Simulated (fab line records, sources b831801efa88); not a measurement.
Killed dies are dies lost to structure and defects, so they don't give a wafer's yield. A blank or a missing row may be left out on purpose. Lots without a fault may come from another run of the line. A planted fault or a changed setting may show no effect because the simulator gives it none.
Which tool did it? | flow gf180mcu | 24 lots, 72 wafers sampled, at 6 steps of a route of 602

WHAT THE GAUGES READ, wafer by wafer
GF_POLY_GATE_THK_MEAS_01.
lot  | measured     | on            | POLY_GATE_CVD_00_THK (nm)
L074 | day 8 11:50  | film_metro-01 | 199.4 200.6 199.1
L075 | day 8 16:58  | film_metro-02 | 197.0 199.8 198.2
L076 | day 8 23:04  | film_metro-02 | 198.0 197.7 197.8
L077 | day 9 08:41  | film_metro-04 | 201.3 199.1 198.2
L078 | day 9 14:27  | film_metro-02 | 199.6 202.3 199.3
L079 | day 9 21:29  | film_metro-04 | 201.1 199.4 198.2
L080 | day 10 06:23 | film_metro-02 | 199.9 199.2 199.3
L081 | day 10 09:40 | film_metro-02 | 197.2 197.2 197.3
L082 | day 10 18:23 | film_metro-04 | 200.5 202.3 199.2
L083 | day 11 03:34 | film_metro-04 | 204.4 203.9 205.2
L084 | day 11 10:11 | film_metro-01 | 196.4 196.0 196.8
L085 | day 11 10:13 | film_metro-04 | 199.1 199.5 199.4
L086 | day 11 20:52 | film_metro-04 | 198.2 199.1 198.2
L087 | day 12 02:22 | film_metro-01 | 197.9 196.7 197.5
L088 | day 12 16:42 | film_metro-02 | 199.9 199.1 200.0
L089 | day 12 19:26 | film_metro-02 | 199.3 199.0 199.8
L090 | day 12 21:59 | film_metro-04 | 201.4 200.4 201.7
L091 | day 13 16:52 | film_metro-02 | 200.7 198.3 198.7
L092 | day 14 02:13 | film_metro-04 | 199.0 198.3 199.7
L093 | day 14 13:38 | film_metro-02 | 200.2 200.3 198.8
L094 | day 14 14:58 | film_metro-04 | 200.5 199.1 200.1
L095 | day 14 20:08 | film_metro-02 | 200.0 202.7 199.8
L096 | day 15 06:24 | film_metro-01 | 200.0 199.6 201.3
L097 | day 15 09:22 | film_metro-01 | 198.7 198.4 198.2

GF_HV_LDD_CD_MEAS_19: target cd 400 nm.
lot  | measured     | on        | cd_nm (nm)
L074 | day 10 20:04 | cd_sem-02 | 397.7 400.3 395.4
L075 | day 11 00:08 | cd_sem-02 | 398.6 400.8 403.2
L076 | day 11 04:28 | cd_sem-01 | 397.7 399.8 397.6
L077 | day 11 15:23 | cd_sem-02 | 399.6 399.5 399.7
L078 | day 11 20:32 | cd_sem-01 | 398.6 398.0 398.6
L079 | day 12 05:10 | cd_sem-01 | 399.4 397.0 398.9
L080 | day 12 17:37 | cd_sem-01 | 399.3 398.0 399.8
L081 | day 12 21:28 | cd_sem-02 | 401.2 399.4 401.1
L082 | day 13 05:41 | cd_sem-01 | 401.7 399.7 402.2
L083 | day 13 15:43 | cd_sem-02 | 400.8 401.8 399.0
L084 | day 13 22:16 | cd_sem-01 | 403.1 402.7 402.2
L085 | day 13 22:44 | cd_sem-01 | 399.4 401.3 400.1
L086 | day 14 12:05 | cd_sem-02 | 400.4 395.6 399.6
L087 | day 14 18:13 | cd_sem-01 | 400.2 397.6 397.4
L088 | day 15 10:32 | cd_sem-01 | 400.5 399.7 399.8
L089 | day 15 14:32 | cd_sem-01 | 398.2 395.8 398.1
L090 | day 15 15:16 | cd_sem-02 | 395.2 396.7 396.7
L091 | day 16 12:16 | cd_sem-01 | 399.0 399.6 401.1
L092 | day 16 21:19 | cd_sem-02 | 399.0 398.4 399.5
L093 | day 17 10:31 | cd_sem-01 | 399.1 400.6 400.0
L094 | day 17 11:25 | cd_sem-01 | 395.8 397.0 397.2
L095 | day 17 16:25 | cd_sem-02 | 399.2 403.8 400.6
L096 | day 18 04:49 | cd_sem-01 | 398.7 397.7 397.5
L097 | day 18 08:38 | cd_sem-01 | 401.8 403.0 402.4

GF_CONTACT_THK_MEAS_01.
lot  | measured     | on            | CONTACT_CVD_00_THK (nm)
L074 | day 15 05:05 | film_metro-04 | 302 305 303
L075 | day 15 09:31 | film_metro-03 | 297 294 297
L076 | day 15 15:03 | film_metro-04 | 301 301 298
L077 | day 16 04:54 | film_metro-03 | 304 302 306
L078 | day 16 10:23 | film_metro-03 | 298 297 294
L079 | day 16 20:12 | film_metro-03 | 302 300 304
L080 | day 17 10:27 | film_metro-04 | 300 300 300
L081 | day 17 15:08 | film_metro-04 | 297 301 298
L082 | day 17 22:39 | film_metro-04 | 300 299 300
L083 | day 18 12:29 | film_metro-01 | 300 297 295
L084 | day 18 19:24 | film_metro-03 | 302 300 298
L085 | day 18 20:05 | film_metro-04 | 299 300 305
L086 | day 19 11:39 | film_metro-01 | 300 303 302
L087 | day 19 19:32 | film_metro-04 | 302 296 296
L088 | day 20 14:13 | film_metro-01 | 299 299 296
L089 | day 20 17:42 | film_metro-03 | 299 306 308
L090 | day 20 20:33 | film_metro-03 | 301 299 298
L091 | day 21 16:38 | film_metro-01 | 299 296 298
L092 | day 22 00:38 | film_metro-03 | 297 302 296
L093 | day 22 15:19 | film_metro-03 | 304 305 303
L094 | day 22 16:11 | film_metro-04 | 296 301 297
L095 | day 22 21:23 | film_metro-03 | 300 304 303
L096 | day 23 09:09 | film_metro-03 | 304 302 300
L097 | day 23 12:38 | film_metro-04 | 306 304 306

GF_V3_BOW_MEAS_05.
lot  | measured     | on            | V3_BOW (um)
L074 | day 21 09:08 | film_metro-03 | 106 113 113
L075 | day 21 16:04 | film_metro-04 | 116 114 126
L076 | day 21 22:56 | film_metro-04 | 116 107 103
L077 | day 22 14:10 | film_metro-04 | 103 112 115
L078 | day 22 17:53 | film_metro-02 | 108 120 115
L079 | day 23 07:37 | film_metro-04 | 119 104 110
L080 | day 23 18:45 | film_metro-02 | 123 117 110
L081 | day 23 22:35 | film_metro-03 | 100 107 104
L082 | day 24 07:34 | film_metro-03 | 110 110 107
L083 | day 24 19:14 | film_metro-04 | 113 119 118
L084 | day 25 00:22 | film_metro-04 | 116 119 118
L085 | day 25 02:08 | film_metro-04 | 111 120 119
L086 | day 25 16:35 | film_metro-04 | 117 118 119
L087 | day 25 23:47 | film_metro-03 | 130 131 113
L088 | day 26 16:15 | film_metro-04 | 128 116 115
L089 | day 26 17:44 | film_metro-03 | 107 110 121
L090 | day 26 18:41 | film_metro-03 | 139 127 126
L091 | day 27 14:05 | film_metro-02 | 100 103 94
L092 | day 27 20:40 | film_metro-02 | 130 108 129
L093 | day 28 08:57 | film_metro-02 | 104 114 103
L094 | day 28 09:55 | film_metro-04 | 126 134 143
L095 | day 28 14:32 | film_metro-02 | 104 107 119
L096 | day 29 00:38 | film_metro-04 | 112 116 109
L097 | day 29 02:39 | film_metro-04 | 99 100 117

WHICH TOOL RAN EACH LOT (tool, then ch and the chambers of the sampled wafers, then the start)
lot  | GF_M2_SPUTTER_00             | GF_V2_CVD_23
L074 | pvd_sputter-03, day 18 04:53 | cvd_w-02 ch 0,1, day 20 06:59
L075 | pvd_sputter-02, day 18 11:05 | cvd_w-01 ch 0,1, day 20 13:43
L076 | pvd_sputter-02, day 18 17:11 | cvd_w-01 ch 0,1, day 20 20:41
L077 | pvd_sputter-03, day 19 08:58 | cvd_w-02 ch 0,1, day 21 12:31
L078 | pvd_sputter-04, day 19 12:47 | cvd_w-02 ch 0,1, day 21 16:13
L079 | pvd_sputter-04, day 20 03:59 | cvd_w-01 ch 0,1, day 22 06:28
L080 | pvd_sputter-02, day 20 15:40 | cvd_w-02 ch 0,1, day 22 17:47
L081 | pvd_sputter-02, day 20 20:28 | cvd_w-02 ch 0,1, day 22 21:50
L082 | pvd_sputter-04, day 21 06:35 | cvd_w-02 ch 0,1, day 23 07:07
L083 | pvd_sputter-03, day 21 18:37 | cvd_w-02 ch 0,1, day 23 18:56
L084 | pvd_sputter-02, day 22 00:16 | cvd_w-01 ch 0,1, day 24 00:14
L085 | pvd_sputter-03, day 22 01:53 | cvd_w-01 ch 0,1, day 24 01:44
L086 | pvd_sputter-03, day 22 16:44 | cvd_w-01 ch 0, day 24 16:22
L087 | pvd_sputter-02, day 23 00:58 | cvd_w-01 ch 0, day 25 00:07
L088 | pvd_sputter-02, day 23 18:08 | cvd_w-02 ch 0,1, day 25 16:41
L089 | pvd_sputter-04, day 23 20:58 | cvd_w-01 ch 0,1, day 25 18:59
L090 | pvd_sputter-03, day 23 21:55 | cvd_w-02 ch 0,1, day 25 20:32
L091 | pvd_sputter-04, day 24 18:05 | cvd_w-02 ch 0,1, day 26 15:05
L092 | pvd_sputter-03, day 25 01:13 | cvd_w-02 ch 0,1, day 26 21:58
L093 | pvd_sputter-04, day 25 15:22 | cvd_w-02 ch 0,1, day 27 11:50
L094 | pvd_sputter-03, day 25 16:05 | cvd_w-02 ch 0,1, day 27 12:38
L095 | pvd_sputter-03, day 25 21:25 | cvd_w-01 ch 0,1, day 27 16:44
L096 | pvd_sputter-02, day 26 07:56 | cvd_w-02 ch 0,1, day 28 03:31
L097 | pvd_sputter-02, day 26 11:01 | cvd_w-02 ch 0,1, day 28 05:07
- GF_M2_SPUTTER_00: material Ti, target thk 37.5 nm, time 144.8 s.
- GF_V2_CVD_23: deposits W, target thk 350 nm, time 104.94 s.

WHAT THE TOOLS THEMSELVES READ (means of the sampled wafers that have a number; where no wafer has one, the mark that the record gives instead)
GF_M2_SPUTTER_00.
lot  | tool           | throttle_valve_pct (%)
L074 | pvd_sputter-03 | 29.1
L075 | pvd_sputter-02 | 30.4
L076 | pvd_sputter-02 | 30.5
L077 | pvd_sputter-03 | 28.7
L078 | pvd_sputter-04 | 30.3
L079 | pvd_sputter-04 | 29.8
L080 | pvd_sputter-02 | 30.5
L081 | pvd_sputter-02 | 30.1
L082 | pvd_sputter-04 | 29.7
L083 | pvd_sputter-03 | 30.0
L084 | pvd_sputter-02 | 30.7
L085 | pvd_sputter-03 | 30.1
L086 | pvd_sputter-03 | 29.1
L087 | pvd_sputter-02 | 30.6
L088 | pvd_sputter-02 | 30.6
L089 | pvd_sputter-04 | 29.8
L090 | pvd_sputter-03 | 28.8
L091 | pvd_sputter-04 | 30.1
L092 | pvd_sputter-03 | 29.8
L093 | pvd_sputter-04 | 29.8
L094 | pvd_sputter-03 | 28.7
L095 | pvd_sputter-03 | 29.0
L096 | pvd_sputter-02 | 30.4
L097 | pvd_sputter-02 | 30.8

GF_V2_CVD_23.
lot  | tool     | heater_power_outer_w (W) | heater_power_w (W)
L074 | cvd_w-02 | 480                      | 850
L075 | cvd_w-01 | 617                      | 985
L076 | cvd_w-01 | 565                      | 941
L077 | cvd_w-02 | 487                      | 845
L078 | cvd_w-02 | 477                      | 850
L079 | cvd_w-01 | 613                      | 996
L080 | cvd_w-02 | 479                      | 833
L081 | cvd_w-02 | 476                      | 833
L082 | cvd_w-02 | 482                      | 853
L083 | cvd_w-02 | 494                      | 847
L084 | cvd_w-01 | 566                      | 957
L085 | cvd_w-01 | 607                      | 1015
L086 | cvd_w-01 | 643                      | 1069
L087 | cvd_w-01 | 651                      | 1076
L088 | cvd_w-02 | 484                      | 838
L089 | cvd_w-01 | 616                      | 1006
L090 | cvd_w-02 | 481                      | 844
L091 | cvd_w-02 | 475                      | 841
L092 | cvd_w-02 | 487                      | 861
L093 | cvd_w-02 | 479                      | 854
L094 | cvd_w-02 | 481                      | 846
L095 | cvd_w-01 | 576                      | 948
L096 | cvd_w-02 | 484                      | 848
L097 | cvd_w-02 | 478                      | 838

THE ANSWER, worked out from the rows above alone
Rule: what is usual is taken from the lots themselves. Put in order of their means at a reading, lots are off if they are a third of the lots or fewer, leave a main group of 4 or more, and stand apart from it by a gap of 3 or more times the standard deviation of the main group's means; of several such gaps the widest counts. A main group whose means are all the same, to the digits that the tables above print for the reading, isn't used. A lot without any number at a reading at which 4 lots or more have one is off too. The other lots that the step has rows for count as sound. The gauges are gone through in route order, then the tools' own readings, and for those a lot's mean is taken as printed above. The first step at which some lot is off is used, and at that step the reading that is off furthest; a lot without a number counts as furthest.
No lot is off at any reading shown: from this, nothing can be told.

WHAT THE SIMULATOR HAD PUT IN
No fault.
